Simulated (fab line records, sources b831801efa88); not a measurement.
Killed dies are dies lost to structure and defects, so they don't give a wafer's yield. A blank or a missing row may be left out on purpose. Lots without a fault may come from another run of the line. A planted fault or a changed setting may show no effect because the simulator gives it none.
Which tool did it? | flow gf180mcu | 24 lots, 72 wafers sampled, at 5 steps of a route of 602

WHAT THE GAUGES READ, wafer by wafer
GF_M4_CD_MEAS_14: target cd 280 nm. Usual: cd_nm 279.8 nm, standard deviation 1.3.
lot  | measured     | on        | cd_nm (nm)        | flag
L074 | day 24 05:55 | cd_sem-01 | 281.2 280.1 280.4 |
L075 | day 24 13:13 | cd_sem-02 | 276.4 277.5 277.8 |
L076 | day 24 19:33 | cd_sem-01 | 279.5 279.8 279.9 |
L077 | day 25 03:55 | cd_sem-02 | 278.9 278.0 280.5 |
L078 | day 25 09:34 | cd_sem-01 | 280.7 280.0 280.6 |
L079 | day 25 18:14 | cd_sem-01 | 279.8 279.7 278.9 |
L080 | day 26 08:46 | cd_sem-01 | 278.9 279.2 277.8 |
L081 | day 26 13:58 | cd_sem-01 | 279.9 280.6 278.7 |
L082 | day 26 22:08 | cd_sem-01 | 280.8 279.1 279.2 |
L083 | day 27 04:43 | cd_sem-01 | 278.8 279.5 280.0 |
L084 | day 27 12:44 | cd_sem-01 | 279.4 280.3 278.9 |
L085 | day 27 15:07 | cd_sem-01 | 279.7 278.2 279.4 |
L086 | day 28 03:07 | cd_sem-02 | 280.3 280.5 280.4 |
L087 | day 28 09:52 | cd_sem-01 | 280.6 279.6 279.7 |
L088 | day 28 16:55 | cd_sem-02 | 280.1 281.7 280.7 |
L089 | day 28 22:26 | cd_sem-02 | 278.2 279.2 278.8 |
L090 | day 29 04:58 | cd_sem-02 | 278.4 279.7 279.3 |
L091 | day 29 11:01 | cd_sem-02 | 278.1 279.4 280.5 |
L092 | day 29 19:43 | cd_sem-02 | 277.6 277.5 278.0 |
L093 | day 30 00:23 | cd_sem-02 | 279.3 278.6 278.7 |
L094 | day 30 11:25 | cd_sem-01 | 282.1 282.7 281.3 |
L095 | day 30 15:41 | cd_sem-01 | 280.6 281.2 281.0 |
L096 | day 30 21:17 | cd_sem-02 | 281.0 280.4 280.0 |
L097 | day 31 01:26 | cd_sem-02 | 282.0 281.8 280.8 |

GF_TOP_METAL_RS_MEAS_05: measures by four-point-probe. Usual: TOP_METAL_ALCU_RS 0.0328 ohm/sq, standard deviation 0.00033.
lot  | measured     | on            | TOP_METAL_ALCU_RS (ohm/sq) | flag
L074 | day 28 03:27 | film_metro-01 | 0.0324 0.0326 0.0329       |
L075 | day 28 08:48 | film_metro-02 | 0.0321 0.0324 0.0322       |
L076 | day 28 13:43 | film_metro-03 | 0.0335 0.0334 0.0334       |
L077 | day 28 23:10 | film_metro-03 | 0.0332 0.0332 0.0332       |
L078 | day 29 04:06 | film_metro-02 | 0.0326 0.0326 0.0326       |
L079 | day 29 11:30 | film_metro-02 | 0.0324 0.0326 0.0326       |
L080 | day 30 01:37 | film_metro-02 | 0.0323 0.0324 0.0322       |
L081 | day 30 05:39 | film_metro-03 | 0.0325 0.0324 0.0324       |
L082 | day 30 11:16 | film_metro-03 | 0.0325 0.0328 0.0325       |
L083 | day 30 19:52 | film_metro-02 | 0.0328 0.0330 0.0328       |
L084 | day 31 02:31 | film_metro-02 | 0.0324 0.0324 0.0324       |
L085 | day 31 04:14 | film_metro-02 | 0.0328 0.0330 0.0331       |
L086 | day 31 14:58 | film_metro-01 | 0.0331 0.0328 0.0328       |
L087 | day 31 19:49 | film_metro-01 | 0.0325 0.0325 0.0326       |
L088 | day 32 03:27 | film_metro-01 | 0.0330 0.0334 0.0328       |
L089 | day 32 07:27 | film_metro-01 | 0.0327 0.0327 0.0327       |
L090 | day 32 12:37 | film_metro-02 | 0.0326 0.0324 0.0322       |
L091 | day 32 18:50 | film_metro-01 | 0.0329 0.0330 0.0329       |
L092 | day 33 02:37 | film_metro-03 | 0.0329 0.0330 0.0330       |
L093 | day 33 05:58 | film_metro-02 | 0.0330 0.0328 0.0332       |
L094 | day 33 16:30 | film_metro-02 | 0.0328 0.0331 0.0329       |
L095 | day 33 20:09 | film_metro-01 | 0.0327 0.0331 0.0328       |
L096 | day 34 01:23 | film_metro-02 | 0.0325 0.0327 0.0325       |
L097 | day 34 05:59 | film_metro-02 | 0.0332 0.0332 0.0330       |

WHICH TOOL RAN EACH LOT (tool, then ch and the chambers of the sampled wafers, then the start)
lot  | GF_M4_SPUTTER_03             | GF_MIM_CVD_05                   | GF_TOP_METAL_SPUTTER_01
L074 | pvd_sputter-03, day 23 06:38 | pecvd-01 ch 0,1,2, day 25 07:49 | pvd_sputter-03, day 28 03:20
L075 | pvd_sputter-03, day 23 14:36 | pecvd-03 ch 0,1,2, day 25 14:39 | pvd_sputter-01, day 28 08:41
L076 | pvd_sputter-03, day 23 21:03 | pecvd-01 ch 0,1,2, day 25 19:36 | pvd_sputter-02, day 28 13:35
L077 | pvd_sputter-01, day 24 05:51 | pecvd-01 ch 0,1,2, day 26 05:19 | pvd_sputter-03, day 28 23:00
L078 | pvd_sputter-03, day 24 11:48 | pecvd-04 ch 0,1,2, day 26 10:37 | pvd_sputter-01, day 29 03:56
L079 | pvd_sputter-03, day 24 20:55 | pecvd-04 ch 1,2, day 26 18:47   | pvd_sputter-02, day 29 11:22
L080 | pvd_sputter-03, day 25 10:41 | pecvd-04 ch 1,2, day 27 09:08   | pvd_sputter-02, day 30 01:29
L081 | pvd_sputter-02, day 25 16:35 | pecvd-03 ch 0,1,2, day 27 14:07 | pvd_sputter-02, day 30 05:32
L082 | pvd_sputter-02, day 26 00:54 | pecvd-01 ch 0,2, day 27 21:12   | pvd_sputter-01, day 30 11:06
L083 | pvd_sputter-03, day 26 07:38 | pecvd-04 ch 0,1,2, day 28 04:51 | pvd_sputter-01, day 30 19:44
L084 | pvd_sputter-03, day 26 15:46 | pecvd-03 ch 0,1, day 28 12:04   | pvd_sputter-02, day 31 02:23
L085 | pvd_sputter-02, day 26 17:52 | pecvd-01 ch 0,1,2, day 28 15:09 | pvd_sputter-03, day 31 04:07
L086 | pvd_sputter-02, day 27 06:16 | pecvd-03 ch 0,1, day 29 02:44   | pvd_sputter-01, day 31 14:49
L087 | pvd_sputter-02, day 27 13:25 | pecvd-01 ch 0,1,2, day 29 08:35 | pvd_sputter-02, day 31 19:41
L088 | pvd_sputter-02, day 27 20:36 | pecvd-03 ch 0,2, day 29 15:52   | pvd_sputter-03, day 32 03:20
L089 | pvd_sputter-01, day 28 02:24 | pecvd-01 ch 1,2, day 29 20:49   | pvd_sputter-03, day 32 07:19
L090 | pvd_sputter-03, day 28 09:03 | pecvd-03 ch 0,1,2, day 30 04:34 | pvd_sputter-02, day 32 12:30
L091 | pvd_sputter-01, day 28 15:23 | pecvd-03 ch 1,2, day 30 09:38   | pvd_sputter-01, day 32 18:43
L092 | pvd_sputter-03, day 29 00:41 | pecvd-01 ch 0,1, day 30 18:01   | pvd_sputter-01, day 33 02:30
L093 | pvd_sputter-02, day 29 04:29 | pecvd-03 ch 0,2, day 30 22:39   | pvd_sputter-01, day 33 05:50
L094 | pvd_sputter-01, day 29 16:32 | pecvd-01 ch 0,1,2, day 31 08:43 | pvd_sputter-03, day 33 16:23
L095 | pvd_sputter-02, day 29 20:30 | pecvd-03 ch 0,1, day 31 13:09   | pvd_sputter-01, day 33 20:01
L096 | pvd_sputter-03, day 30 02:29 | pecvd-01 ch 0,1,2, day 31 18:53 | pvd_sputter-03, day 34 01:14
L097 | pvd_sputter-01, day 30 06:39 | pecvd-01 ch 0,1, day 31 22:44   | pvd_sputter-01, day 34 05:51
- GF_M4_SPUTTER_03: material Ti, target thk 10 nm, time 6.7 s.
- GF_MIM_CVD_05: deposits Si3N4, target thk 42 nm, time 29.086 s.
- GF_TOP_METAL_SPUTTER_01: material TiN, target thk 30 nm, time 25 s.

WHAT THE TOOLS THEMSELVES READ (means of the sampled wafers that have a number; where no wafer has one, the mark that the record gives instead)
GF_M4_SPUTTER_03. Usual: throttle_valve_pct 29.7 %, standard deviation 1.1.
lot  | tool           | throttle_valve_pct (%) | flag
L074 | pvd_sputter-03 | 29.3                   |
L075 | pvd_sputter-03 | 28.4                   |
L076 | pvd_sputter-03 | 29.9                   |
L077 | pvd_sputter-01 | 30.0                   |
L078 | pvd_sputter-03 | 28.3                   |
L079 | pvd_sputter-03 | 29.9                   |
L080 | pvd_sputter-03 | 29.2                   |
L081 | pvd_sputter-02 | 29.3                   |
L082 | pvd_sputter-02 | 31.1                   |
L083 | pvd_sputter-03 | 29.8                   |
L084 | pvd_sputter-03 | 29.7                   |
L085 | pvd_sputter-02 | 30.3                   |
L086 | pvd_sputter-02 | 29.4                   |
L087 | pvd_sputter-02 | 30.6                   |
L088 | pvd_sputter-02 | 30.3                   |
L089 | pvd_sputter-01 | 29.8                   |
L090 | pvd_sputter-03 | 29.1                   |
L091 | pvd_sputter-01 | 30.0                   |
L092 | pvd_sputter-03 | 29.1                   |
L093 | pvd_sputter-02 | 30.5                   |
L094 | pvd_sputter-01 | 29.8                   |
L095 | pvd_sputter-02 | 30.6                   |
L096 | pvd_sputter-03 | 29.0                   |
L097 | pvd_sputter-01 | 30.2                   |

GF_MIM_CVD_05. Usual: heater_power_w 646 W, standard deviation 56; susceptor_temp_C 384.98 C, standard deviation 0.21.
lot  | tool     | heater_power_w (W) | susceptor_temp_C (C) | flag
L074 | pecvd-01 | 634                | 385.11               |
L075 | pecvd-03 | 659                | 385.09               |
L076 | pecvd-01 | 662                | 384.79               |
L077 | pecvd-01 | 687                | 384.61               |
L078 | pecvd-04 | 575                | 385.15               |
L079 | pecvd-04 | 615                | 384.93               |
L080 | pecvd-04 | 618                | 384.86               |
L081 | pecvd-03 | 631                | 385.00               |
L082 | pecvd-01 | 637                | 384.94               |
L083 | pecvd-04 | 592                | 385.09               |
L084 | pecvd-03 | 657                | 385.04               |
L085 | pecvd-01 | 653                | 385.08               |
L086 | pecvd-03 | 620                | 385.12               |
L087 | pecvd-01 | 684                | 385.19               |
L088 | pecvd-03 | 620                | 384.76               |
L089 | pecvd-01 | 677                | 384.66               |
L090 | pecvd-03 | 650                | 385.00               |
L091 | pecvd-03 | 670                | 385.00               |
L092 | pecvd-01 | 686                | 384.69               |
L093 | pecvd-03 | 610                | 384.80               |
L094 | pecvd-01 | 643                | 385.02               |
L095 | pecvd-03 | 583                | 385.13               |
L096 | pecvd-01 | 652                | 384.93               |
L097 | pecvd-01 | 698                | 384.85               |

GF_TOP_METAL_SPUTTER_01. Usual: throttle_valve_pct 29.9 %, standard deviation 0.99.
lot  | tool           | throttle_valve_pct (%) | flag
L074 | pvd_sputter-03 | 29.2                   |
L075 | pvd_sputter-01 | 29.8                   |
L076 | pvd_sputter-02 | 29.6                   |
L077 | pvd_sputter-03 | 30.0                   |
L078 | pvd_sputter-01 | 30.1                   |
L079 | pvd_sputter-02 | 30.7                   |
L080 | pvd_sputter-02 | 29.6                   |
L081 | pvd_sputter-02 | 30.8                   |
L082 | pvd_sputter-01 | 30.0                   |
L083 | pvd_sputter-01 | 29.9                   |
L084 | pvd_sputter-02 | 30.7                   |
L085 | pvd_sputter-03 | 29.8                   |
L086 | pvd_sputter-01 | 29.8                   |
L087 | pvd_sputter-02 | 29.6                   |
L088 | pvd_sputter-03 | 29.3                   |
L089 | pvd_sputter-03 | 29.4                   |
L090 | pvd_sputter-02 | 30.0                   |
L091 | pvd_sputter-01 | 29.8                   |
L092 | pvd_sputter-01 | 30.0                   |
L093 | pvd_sputter-01 | 29.8                   |
L094 | pvd_sputter-03 | 29.6                   |
L095 | pvd_sputter-01 | 30.0                   |
L096 | pvd_sputter-03 | 29.1                   |
L097 | pvd_sputter-01 | 29.8                   |

THE ANSWER, worked out from the rows above alone
Rule: a lot is off if the mean of its wafers that have a number lies more than 3 standard deviations from the usual mean. A lot without any number at a reading at which 4 lots or more have one is off too. The other lots that the step has rows for count as sound. The gauges are gone through in route order, then the tools' own readings, and for those a lot's mean is taken as printed above. The first step at which some lot is off is used, and at that step the reading that is off furthest; a lot without a number counts as furthest.
No lot is off at any reading shown: from this, nothing can be told.

WHAT THE SIMULATOR HAD PUT IN
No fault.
